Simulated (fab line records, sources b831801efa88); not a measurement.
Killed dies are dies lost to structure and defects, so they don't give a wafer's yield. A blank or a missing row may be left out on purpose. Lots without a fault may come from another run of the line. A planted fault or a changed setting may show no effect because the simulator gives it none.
Split-lot experiment | flow gf180mcu | 5 lots, 23 wafers read, on a route of 602 steps

THE SPLIT
At GF_TOP_METAL_COAT_09 (resist thk 1500 nm), the setting spin_rpm was moved away from the recipe's 3000 rpm on 11 of the 23 wafers read, by -6.5% to +7.2%. The other wafers ran this setting at the recipe's value.

The reading is taken at the split's own step.

THE READING
NOVOLAK_of_TOP_METAL_COAT_09.thk_nm (the simulator's own value, which no gauge read), in nm, at GF_TOP_METAL_COAT_09 (resist thk 1500 nm). The file gives no usual value for it. The 12 wafers here that ran the recipe average 1496 nm, standard deviation 5.1 nm.

wafer  | tool, chamber at the split | spin_rpm as run, rpm | against the recipe | NOVOLAK_of_TOP_METAL_COAT_09.thk_nm, nm | against lot-mates on the recipe
L077.1 | litho_track-02, 0          | 3000                 | recipe             | 1499                                    | -
L077.3 | litho_track-02, 0          | 2805                 | -6.5%              | 1550                                    | +50
L077.4 | litho_track-02, 0          | 3000                 | recipe             | 1501                                    | -
L077.5 | litho_track-02, 0          | 2805                 | -6.5%              | 1549                                    | +49
L077.6 | litho_track-02, 0          | 2805                 | -6.5%              | 1551                                    | +51
L078.1 | litho_track-04, 0          | 2900                 | -3.3%              | 1516                                    | +22
L078.6 | litho_track-04, 0          | 2900                 | -3.3%              | 1516                                    | +22
L078.3 | litho_track-04, 0          | 3000                 | recipe             | 1494                                    | -
L078.4 | litho_track-04, 0          | 2900                 | -3.3%              | 1518                                    | +24
L078.5 | litho_track-04, 0          | 3000                 | recipe             | 1493                                    | -
L080.2 | litho_track-02, 0          | 3000                 | recipe             | 1496                                    | -
L080.3 | litho_track-02, 0          | 3000                 | recipe             | 1491                                    | -
L080.4 | litho_track-02, 0          | 3000                 | recipe             | 1487                                    | -
L082.1 | litho_track-04, 0          | 3000                 | recipe             | 1497                                    | -
L082.2 | litho_track-04, 0          | 3079                 | +2.6%              | 1477                                    | -18
L082.3 | litho_track-04, 0          | 3079                 | +2.6%              | 1477                                    | -18
L082.4 | litho_track-04, 0          | 3000                 | recipe             | 1498                                    | -
L082.6 | litho_track-04, 0          | 3000                 | recipe             | 1491                                    | -
L083.1 | litho_track-03, 0          | 3000                 | recipe             | 1502                                    | -
L083.2 | litho_track-03, 0          | 3000                 | recipe             | 1506                                    | -
L083.3 | litho_track-03, 0          | 3216                 | +7.2%              | 1457                                    | -47
L083.4 | litho_track-03, 0          | 3216                 | +7.2%              | 1455                                    | -49
L083.5 | litho_track-03, 0          | 3216                 | +7.2%              | 1459                                    | -45

THE FIT
A straight line over all 23 wafers: NOVOLAK_of_TOP_METAL_COAT_09.thk_nm changes by -6.66 nm for each +1% of spin_rpm; r = -0.97; the points scatter about the line by 6.2 nm.
The same after taking each lot's own level away (the mean of its wafers on the recipe; 23 wafers): -7.03 nm for each +1%; r = -0.99; scatter 2.8 nm.
On that fit, the largest move of spin_rpm shifts the reading by 51 nm.
The lots' own levels span 1491.3 to 1504.0 nm, that is 2.5 times the standard deviation above.
So the lot-to-lot level changes the slope little: the two slopes agree.
Check: with one of the wafers moved furthest among these (+7.2%) left out of the fit, the line predicts -50.3 nm for it against its lot-mates. It came out at -47 nm against them.

OTHER SPLITS ON THESE WAFERS
These wafers also went through other splits before the reading. Each is held against what the fit with the lots' levels taken away leaves over:
other split on the same wafers  | wafers away from the commonest value | r with NOVOLAK_of_TOP_METAL_COAT_09.thk_nm (lot level and that fit taken away)
GF_MIM_CVD_05 time_s            | 10                                   | +0.22
GF_MIM_METAL_ETCH_19 time_s     | 8                                    | +0.06
GF_M5_PEB_05 peb_temp_c         | 11                                   | -0.30
GF_V5_CMP_04 leave_above_ref_nm | 11                                   | -0.21
GF_V5_EXPOSE_11 dose_mj         | 8                                    | +0.05

THE WHOLE CHAIN: every reading that the file lists as answering this split, in the file's order
step                  | what it does       | reading                                                                              | change (the file's fit)              | r (the file's)
GF_TOP_METAL_COAT_09  | resist thk 1500 nm | NOVOLAK_of_TOP_METAL_COAT_09.thk_nm (the simulator's own value, which no gauge read) | -7.01 nm for each +1% of the setting | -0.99
GF_TOP_METAL_STRIP_17 | strips in O2/N2    | strip_time_to_endpoint_s                                                             | withheld for each +1% of the setting | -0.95

THE FILE'S OWN FIT
NOVOLAK_of_TOP_METAL_COAT_09.thk_nm changes by -7.01 nm for each +1% of spin_rpm, r = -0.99.
